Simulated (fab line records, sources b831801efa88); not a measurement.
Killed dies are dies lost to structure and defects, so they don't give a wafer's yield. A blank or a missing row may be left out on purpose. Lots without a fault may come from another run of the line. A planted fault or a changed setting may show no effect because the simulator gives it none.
A struck lot beside a sound one | flow sky130 | 15 steps out of a route of 708
Sound: wafers L950.1, L950.5, L950.6. Struck: wafers L955.4, L955.5. (L955.6 of the same lot was not struck and is left out.) The cause comes at the end.
At each step with rows: each side's tool, then ch and its chambers, then its first start. Under that, the readings that differ: sound wafers | struck wafers | difference of the means | sigmas: that difference in standard deviations of wafers without a fault.
alike: readings whose means differ by less than 2 such deviations, and words and numbers that are the same on both sides. not compared: withheld readings, readings that some wafer has no value for, bounds like >300 that may hide the same value, and numbers for which the record gives no deviation and whose values overlap.
The two part at a step that has a row with sigmas, a row that says differs or no value, or rows on one side only. Numbers that don't overlap but have no deviation are shown without sigmas and don't part them. A reading that every wafer of one side lacks parts them only if that side has two wafers or more.

first, 2 steps without rows for these wafers: SKY_VIA1_ETCH_14 (etches BARC in N2/H2, stops on SiO2, time 45.9 s, target depth 60 nm); SKY_VIA1_ETCH_15 (etches SiO2 in C4F8/O2/Ar, stops on TiN, target depth 351 nm, time 54 s).
SKY_VIA1_STRIP_16: strips in O2/N2.
  sound on plasma_asher-02 ch 0,1, day 35 05:57; struck on plasma_asher-02 ch 0,1, day 36 20:26
  reading                      | sound             | struck      | difference | sigmas
  strip_time_to_endpoint_s (s) | 4.502 4.502 4.506 | 4.434 4.468 | -0.052     | -3
  alike: drypump_motor_current_A, o2_flow_sccm, oes_product_au
  not compared: rf_hours_counter_h
then, 3 steps without rows for these wafers: SKY_VIA1_STRIP_17 (strips in post etch residue remover, time 1200 s); SKY_VIA1_CLEAN_18 (cleans in IPA, time 180 s); SKY_VIA1_CLEAN_19 (cleans in O3/DIW).
SKY_VIA1_SPUTTER_20: material TiN, target thk 20 nm, time 80 s.
  sound on pvd_sputter-01, day 35 06:37; struck on pvd_sputter-03, day 36 21:00
  alike: cathode_dc_power_W, throttle_valve_pct
SKY_VIA1_CVD_21: deposits W, target thk 270 nm, time 80.902 s.
  sound on cvd_w-02 ch 0,1, day 35 06:41; struck on cvd_w-01 ch 0,1, day 36 21:05
  alike: heater_power_w
SKY_VIA1_RS_MEAS_22: measures by four-point-probe.
  sound on film_metro-02, day 35 06:46; struck on film_metro-02, day 36 21:13
  alike: VIA1_W_RS
SKY_VIA1_THK_MEAS_23: measures by xrf.
  sound on film_metro-02, day 35 06:53; struck on film_metro-02, day 36 21:18
  alike: VIA1_W_THK
SKY_VIA1_CMP_24: polishes, stops on SiO2, t overpolish 15 s, target thk 0 nm.
  sound on cmp-02 ch 0,1, day 35 07:00; struck on cmp-01 ch 1,3, day 36 21:26
  reading                | sound    | struck | difference | sigmas
  time_to_endpoint_s (s) | 62 58 62 | 68 70  | +8         | +3
  alike: motor_current_A, overpolish_run_s
then, 1 step without rows for these wafers: SKY_METAL2_SPUTTER_00 (material Ti, target thk 15 nm, time 10 s).
SKY_METAL2_SPUTTER_01: material TiN, target thk 20 nm, time 16.7 s.
  sound on pvd_sputter-02, day 35 07:16; struck on pvd_sputter-02, day 36 21:40
  reading                                    | sound            | struck      | difference | sigmas
  model.TiN_of_METAL2_SPUTTER_01.thk_nm (nm) | 20.2 20.19 20.22 | 29.35 29.39 | +9.17      |
  alike: cathode_dc_power_W, throttle_valve_pct
SKY_METAL2_SPUTTER_02: material AlCu, target thk 250 nm, time 13.3 s.
  sound on pvd_sputter-02, day 35 07:18; struck on pvd_sputter-02, day 36 21:41
  alike: cathode_dc_power_W, throttle_valve_pct
-- the record jumps here: 11 days lie between the struck wafers' starts before and after (it left off in module METAL2 and takes up again in module PAD_OPEN, whose first step shown is number 708 of the route) --
SKY_PAD_OPEN_PROBE_99:
  the record has rows for the struck wafers here (prober-02, day 48 02:18) and none for the sound ones

WHERE THEY PART
First at SKY_VIA1_STRIP_16; last, within this record, at SKY_PAD_OPEN_PROBE_99.

WHY: what the simulator had put in
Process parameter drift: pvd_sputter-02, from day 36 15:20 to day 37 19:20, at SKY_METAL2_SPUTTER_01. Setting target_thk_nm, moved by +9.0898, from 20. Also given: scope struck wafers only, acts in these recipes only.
